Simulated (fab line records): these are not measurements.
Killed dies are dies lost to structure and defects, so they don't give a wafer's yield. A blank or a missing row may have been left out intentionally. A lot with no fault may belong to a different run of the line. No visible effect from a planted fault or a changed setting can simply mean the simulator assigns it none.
Shared-tool check    flow sky130    12 lots, 36 wafers sampled

## WHAT PROMPTED THE OPENING
Of 12 lots, 4 have the reading LDD_N_OVL flagged at SKY_LDD_N_OVL_MEAS_07. No-fault wafers: -0.7 nm, standard deviation 1.5.
Rule: flag the lot when none of its wafers has a number, or when each of its wafers that has one lies beyond 4 standard deviations from that mean. All remaining lots are regarded as sound.

lot   measured      on          LDD_N_OVL (nm), wafer by wafer  flag
L404  day 17 17:02  overlay-01  -1.9 -1.8 -1.5                  
L405  day 18 01:08  overlay-01  -1.3 -1.0 0.6                   
L406  day 18 17:21  overlay-01  2.7 2.0 0.7                     
L407  day 19 11:44  overlay-02  41.5 41.2 42.1                  FLAGGED
L410  day 19 18:27  overlay-01  44.0 44.4 43.1                  FLAGGED
L411  day 20 13:26  overlay-01  -1.6 0.0 1.3                    
L412  day 20 14:20  overlay-01  41.1 41.7 43.1                  FLAGGED
L414  day 21 11:17  overlay-02  43.3 45.2 43.0                  FLAGGED
L416  day 22 09:23  overlay-01  0.5 1.1 1.3                     
L417  day 22 11:20  overlay-02  -2.2 -1.4 -2.2                  
L422  day 24 07:17  overlay-02  -2.3 -2.7 -2.0                  
L426  day 25 08:35  overlay-01  -1.7 -2.7 -2.0                  
Average over the flagged lots: 42.8 nm; offset from the usual +43.5 nm, equal to +29 standard deviations.

## WHICH TOOL EACH LOT WENT THROUGH
2 process steps preceding the reading are held in the record, out of 708 steps in the route. Cell contents, in order: the tool; ch with the chambers the sampled wafers went through; the start.
lot   flag     SKY_VT_ADJUST_NCORE_STRIP_10         SKY_LDD_N_EXPOSE_04
L404           plasmaAsher-02 ch 0,1, day 8 17:47   ilineStepper-02 ch 0, day 17 02:36
L405           plasmaAsher-01 ch 0,1, day 8 19:47   ilineStepper-02 ch 0, day 17 10:31
L406           plasmaAsher-01 ch 0,1, day 9 05:59   ilineStepper-01 ch 0, day 18 02:51
L407  FLAGGED  plasmaAsher-02 ch 0,1, day 9 12:39   ilineStepper-01 ch 0, day 18 20:16
L410  FLAGGED  plasmaAsher-01 ch 0,1, day 10 06:37  ilineStepper-01 ch 0, day 19 03:10
L411           plasmaAsher-03 ch 0,1, day 10 17:53  ilineStepper-02 ch 0, day 19 22:04
L412  FLAGGED  plasmaAsher-01 ch 0,1, day 10 23:33  ilineStepper-01 ch 0, day 19 23:10
L414  FLAGGED  plasmaAsher-03 ch 0, day 11 11:33    ilineStepper-01 ch 0, day 20 19:55
L416           plasmaAsher-03 ch 0,1, day 12 03:57  ilineStepper-02 ch 0, day 21 18:49
L417           plasmaAsher-03 ch 0,1, day 12 08:06  ilineStepper-02 ch 0, day 21 20:26
L422           plasmaAsher-03 ch 0,1, day 13 20:09  ilineStepper-02 ch 0, day 23 16:06
L426           plasmaAsher-01 ch 0,1, day 14 21:44  ilineStepper-02 ch 0, day 24 17:50
What the steps here do:
- SKY_VT_ADJUST_NCORE_STRIP_10: strips in O2/N2.
- SKY_LDD_N_EXPOSE_04: exposes mask NTM, target cd 840 nm.
- SKY_LDD_N_OVL_MEAS_07

## FLAGGED OVER TOTAL, TOOL BY TOOL (the gauges that took the reading come last)
step                          tool             lots run  flagged  share of the flagged lots  sound lots run after its first flagged lot
SKY_VT_ADJUST_NCORE_STRIP_10  plasmaAsher-01   5         2        some                       1 (L426)
SKY_VT_ADJUST_NCORE_STRIP_10  plasmaAsher-02   2         1        some                       0
SKY_VT_ADJUST_NCORE_STRIP_10  plasmaAsher-03   5         1        some                       3 (L416,L417,L422)
SKY_LDD_N_EXPOSE_04           ilineStepper-01  5         4        all                        0
SKY_LDD_N_EXPOSE_04           ilineStepper-02  7         0        none                       -
SKY_LDD_N_OVL_MEAS_07         overlay-01       8         2        some                       3 (L411,L416,L426)
SKY_LDD_N_OVL_MEAS_07         overlay-02       4         2        some                       2 (L417,L422)

## WHAT THE TABLE PERMITS
Rows of the table that ran each flagged lot: 1, that is ilineStepper-01 at SKY_LDD_N_EXPOSE_04.
- ilineStepper-01 at SKY_LDD_N_EXPOSE_04: 4 of its 5 lots flagged. Its last sound lot is L406 (day 18 02:51), its first flagged lot L407 (day 18 20:16): a fault that began between those two fits.
What remains is a single tool, ilineStepper-01 at SKY_LDD_N_EXPOSE_04.

## WHAT THE SIMULATOR HAD INSERTED
Scanner matching overlay: ilineStepper-01, from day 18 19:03 on, at SKY_LDD_N_EXPOSE_04. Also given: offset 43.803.
Lots struck among those shown: L407, L410, L412, L414. The same result came from the rule above.
